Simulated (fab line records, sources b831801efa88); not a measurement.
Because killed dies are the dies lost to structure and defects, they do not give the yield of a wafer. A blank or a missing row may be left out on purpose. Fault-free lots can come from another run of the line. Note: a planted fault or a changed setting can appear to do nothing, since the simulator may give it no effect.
One fault seen from 2 desks ; flow gf180mcu ; what lay behind the numbers comes last; until then each desk has only its own

== DESK OF THE TOOL OWNER: cvd_w-02 ==
The tool's own readings at GF_V4_CVD_23 (deposits W, target thk 350 nm, time 104.9 s): means of the sampled wafers that have a number, for each lot that ran on this tool. The brackets show how far a lot's mean lies from the usual mean; more than 4 standard deviations puts the lot out of limits, marked OUT.
Columns: A = heater_power_w at GF_V4_CVD_23, usual 790 W
lot;first seen here;A
L477;day 24 17:46;751
L478;day 25 01:47;747
L480;day 25 13:05;746
L486;day 27 16:23;753
L488;day 27 22:50;749
L497;day 31 00:17;760
L499;day 31 10:14;762
L498;day 31 13:50;758
This desk's verdict: no lot among the 8 shows anything out of limits.

== FROM THE METROLOGY DESK ==
Lot by lot, what the gauges showed, no matter which tool ran the lot: averages of those sampled wafers that carry a number. The brackets show how far a lot's mean lies from the usual mean; more than 4 standard deviations puts the lot out of limits, marked OUT.
Columns: A = V4_W_RS at GF_V4_RS_MEAS_24, usual 0.333 ohm/sq; B = V4_W_THK at GF_V4_THK_MEAS_25, usual 339 nm
lot;first seen here;A;B
L477;day 24 17:52;0.332;338
L478;day 25 01:54;0.333;339
L480;day 25 13:13;0.332;339
L486;day 27 16:31;0.302 (-6.4) OUT;373 (+6.9) OUT
L488;day 27 22:58;0.303 (-6.3) OUT;376 (+7.5) OUT
L492;day 29 05:48;0.337;333
L493;day 30 01:19;0.333;340
L496;day 30 14:40;0.336;336
L497;day 31 00:23;0.335;335
L499;day 31 10:20;0.329;344
L498;day 31 13:59;0.329;344
This desk's finding: out of limits on L486, L488; first on L486, day 27 16:31 (V4_W_RS at GF_V4_RS_MEAS_24). L477, L478, L480, L492, L493, L496, L497, L499, L498: within limits.

== PUT TOGETHER ==
Metrology desk: alarm possible at day 27 16:31 on L486, L488.
The desk of the tool owner found nothing out of limits.
On record at the tool owner's desk: L486, L488, within its limits.
The lots listed all ran GF_V4_CVD_23 on cvd_w-02.

== WHAT THE SIMULATOR PUT IN ==
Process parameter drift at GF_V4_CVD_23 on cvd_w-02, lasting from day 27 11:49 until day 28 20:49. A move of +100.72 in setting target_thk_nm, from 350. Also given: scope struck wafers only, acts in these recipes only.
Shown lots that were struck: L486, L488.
Delay in hours, fault start to first out-of-limits reading, per desk: metrology desk 5.
